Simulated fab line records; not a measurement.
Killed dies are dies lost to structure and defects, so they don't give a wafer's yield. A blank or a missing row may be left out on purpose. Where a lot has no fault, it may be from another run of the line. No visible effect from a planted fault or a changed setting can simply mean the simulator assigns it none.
Which tool is to blame? ; flow gf180mcu ; Sampling: 14 lots, 39 wafers, 4 of 602 route steps

## WHAT THE GAUGES SHOWED, per wafer
GF_LVPWELL_OVL_MEAS_07.
lot;measured;on;LVPWELL_OVL (nm)
L906;day 3 20:58;overlay-01;-1.1 -0.7 1.4
L907;day 4 02:38;overlay-01;1.0 1.7 0.4
L908;day 4 07:46;overlay-01;-1.1 1.2 -0.4
L909;day 4 15:37;overlay-01;0.6 -1.1 0.3
L910;day 4 19:58;overlay-02;-0.6 1.9 0.8
L911;day 5 00:52;overlay-02;3.6 2.2 2.3
L912;day 5 08:52;overlay-01;0.5 0.0 -1.0
L913;day 5 14:43;overlay-01;-0.1 -0.6 2.2
L914;day 5 16:50;overlay-02;1.7 1.2 2.8
L915;day 5 23:16;overlay-02;-0.9 -1.1 -0.2
L922;day 7 15:40;overlay-02;0.9 1.5
L923;day 7 19:58;overlay-02;0.8 -0.1
L924;day 8 05:31;overlay-02;3.5 3.2
L929;day 9 12:32;overlay-02;-1.9 -1.3 -1.4

GF_VT_IMPLANT_OVL_MEAS_18.
lot;measured;on;VT_IMPLANT_01_OVL (nm)
L906;day 6 05:55;overlay-02;1.3 -1.5 0.2
L907;day 6 11:49;overlay-01;-2.2 -2.2 -1.8
L908;day 6 18:01;overlay-01;0.1 -0.7 0.4
L909;day 7 03:07;overlay-01;-1.3 -0.5 -1.6
L910;day 7 08:43;overlay-01;0.3 -1.0 -0.3
L911;day 7 15:19;overlay-02;1.1 1.6 -0.6
L912;day 7 23:07;overlay-01;-0.9 -0.4 -0.5
L913;day 8 04:16;overlay-02;-1.3 -0.5 0.3
L914;day 8 08:07;overlay-02;1.0 1.3 1.5
L915;day 8 13:34;overlay-02;1.0 2.7 2.2
L922;day 10 12:28;overlay-01;0.8 -1.5
L923;day 10 15:10;overlay-02;0.8 0.6
L924;day 11 01:46;overlay-01;-0.4 2.3
L929;day 12 14:55;overlay-01;-0.4 -1.3 -1.3

## TOOL THAT RAN EACH LOT (tool first, then ch and the chambers of the sampled wafers, then the start)
lot;GF_STI_CMP_25;GF_DNWELL_STRIP_08
L906;cmp-02 ch 0,2, day 2 04:05;plasmaAsher-02 ch 0,1, day 2 18:37
L907;cmp-01 ch 1,2,3, day 2 08:45;plasmaAsher-03 ch 0,1, day 3 00:26
L908;cmp-02 ch 1,2, day 2 14:09;plasmaAsher-02 ch 0,1, day 3 05:16
L909;cmp-02 ch 0,1,3, day 2 19:25;plasmaAsher-02 ch 0,1, day 3 12:52
L910;cmp-01 ch 0,2,3, day 3 01:09;plasmaAsher-03 ch 0, day 3 16:58
L911;cmp-02 ch 1,3, day 3 05:04;plasmaAsher-02 ch 1, day 3 20:31
L912;cmp-02 ch 2,3, day 3 11:35;plasmaAsher-01 ch 0,1, day 4 04:31
L913;cmp-02 ch 0,2,3, day 3 17:40;plasmaAsher-01 ch 0,1, day 4 09:13
L914;cmp-01 ch 0,2,3, day 3 21:14;plasmaAsher-03 ch 0,1, day 4 12:28
L915;cmp-01 ch 1,3, day 4 01:43;plasmaAsher-01 ch 0,1, day 4 18:22
L922;cmp-01 ch 0,1, day 5 13:28;plasmaAsher-03 ch 1, day 6 07:58
L923;cmp-01 ch 0,1, day 5 20:25;plasmaAsher-02 ch 0,1, day 6 12:40
L924;cmp-01 ch 1,2, day 6 03:31;plasmaAsher-02 ch 0,1, day 6 21:03
L929;cmp-02 ch 1,2, day 7 05:49;plasmaAsher-03 ch 0,1, day 8 03:09
- GF_STI_CMP_25: polishes, stops on Si3N4, t overpolish 33 s, target thk 524.6 nm.
- GF_DNWELL_STRIP_08: strips in O2/N2.

## AS READ BY THE TOOLS THEMSELVES (means over the sampled wafers that have a number; for cases with no such wafer, the mark the record gives instead)
GF_STI_CMP_25.
lot;tool;motorCurrentA (A);overpolishRunS (s);slurryFlowMlMin;timeToEndpointS (s)
L906;cmp-02;12.0;32.996;149.7;123
L907;cmp-01;13.3;32.998;150.2;123
L908;cmp-02;11.6;33.007;150.3;123
L909;cmp-02;12.6;32.998;150.0;123
L910;cmp-01;12.2;33.005;149.7;122
L911;cmp-02;12.0;33.000;149.8;129
L912;cmp-02;11.4;33.000;149.9;123
L913;cmp-02;12.4;32.990;149.9;134
L914;cmp-01;12.6;32.999;149.6;121
L915;cmp-01;12.4;33.001;150.2;123
L922;cmp-01;11.4;32.989;149.9;174
L923;cmp-01;12.2;32.993;150.2;176
L924;cmp-01;13.4;33.001;150.3;170
L929;cmp-02;11.5;33.005;150.1;134

GF_DNWELL_STRIP_08.
lot;tool;drypumpMotorCurrentA (A);heaterPowerW (W);o2FlowSccm (sccm);oesProductAu (a.u.);stripTimeToEndpointS (s)
L906;plasmaAsher-02;6.22;324;3002;0.723;37.06
L907;plasmaAsher-03;5.78;288;3001;0.723;36.99
L908;plasmaAsher-02;5.96;322;2997;0.725;37.03
L909;plasmaAsher-02;5.98;319;3001;0.721;37.01
L910;plasmaAsher-03;5.76;289;3006;0.723;36.97
L911;plasmaAsher-02;5.74;312;3010;0.722;37.14
L912;plasmaAsher-01;5.99;307;2989;0.723;37.04
L913;plasmaAsher-01;5.97;314;3000;0.721;36.90
L914;plasmaAsher-03;5.80;286;3001;0.721;36.97
L915;plasmaAsher-01;5.84;311;3007;0.719;36.99
L922;plasmaAsher-03;5.85;289;2992;0.727;36.86
L923;plasmaAsher-02;6.05;328;3001;0.726;36.98
L924;plasmaAsher-02;6.08;320;2986;0.726;36.95
L929;plasmaAsher-03;5.81;282;3003;0.723;36.96

## THE ANSWER, worked out from the rows above alone
Rule: what is usual is taken from the lots themselves. The widest of any qualifying gaps counts: lots, ordered by their means at a reading, are off when they make up no more than a third of the lots, leave a main group of 4 or more, and stand apart from it by 3 or more times the standard deviation of that group's means. Not used: any main group whose means are identical at the precision the tables above print for the reading. A lot without any number at a reading at which 4 lots or more have one is off too. All remaining lots with rows at the step are treated as sound. First the gauges in route order, then the tools' own readings, where a lot's mean is used as printed above. At the first step where some lot is off, the reading lying furthest off is the one used; lots without a number count as furthest.
Off: L922, L923, L924 (GF_STI_CMP_25, timeToEndpointS). The main group: mean 125 s, standard deviation 4.5.
A tool fits if, at that step or a process step before it, it ran every lot that is off, and no sound lot after the first of them. One candidate fits, namely cmp-01 at GF_STI_CMP_25. A fault onset in the window from L915 (day 4 01:43, its last sound lot) to L922 (day 5 13:28, its first lot off) fits.
The tool's own readings at GF_STI_CMP_25 bear it out: on the lots that are off they differ by more than 5 times the standard deviation of the sound lots' means. timeToEndpointS reads 173 s there against 125 s on the sound lots.

## WHAT THE SIMULATOR PUT IN
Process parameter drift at GF_STI_CMP_25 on cmp-01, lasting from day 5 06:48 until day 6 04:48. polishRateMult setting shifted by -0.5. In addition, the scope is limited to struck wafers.
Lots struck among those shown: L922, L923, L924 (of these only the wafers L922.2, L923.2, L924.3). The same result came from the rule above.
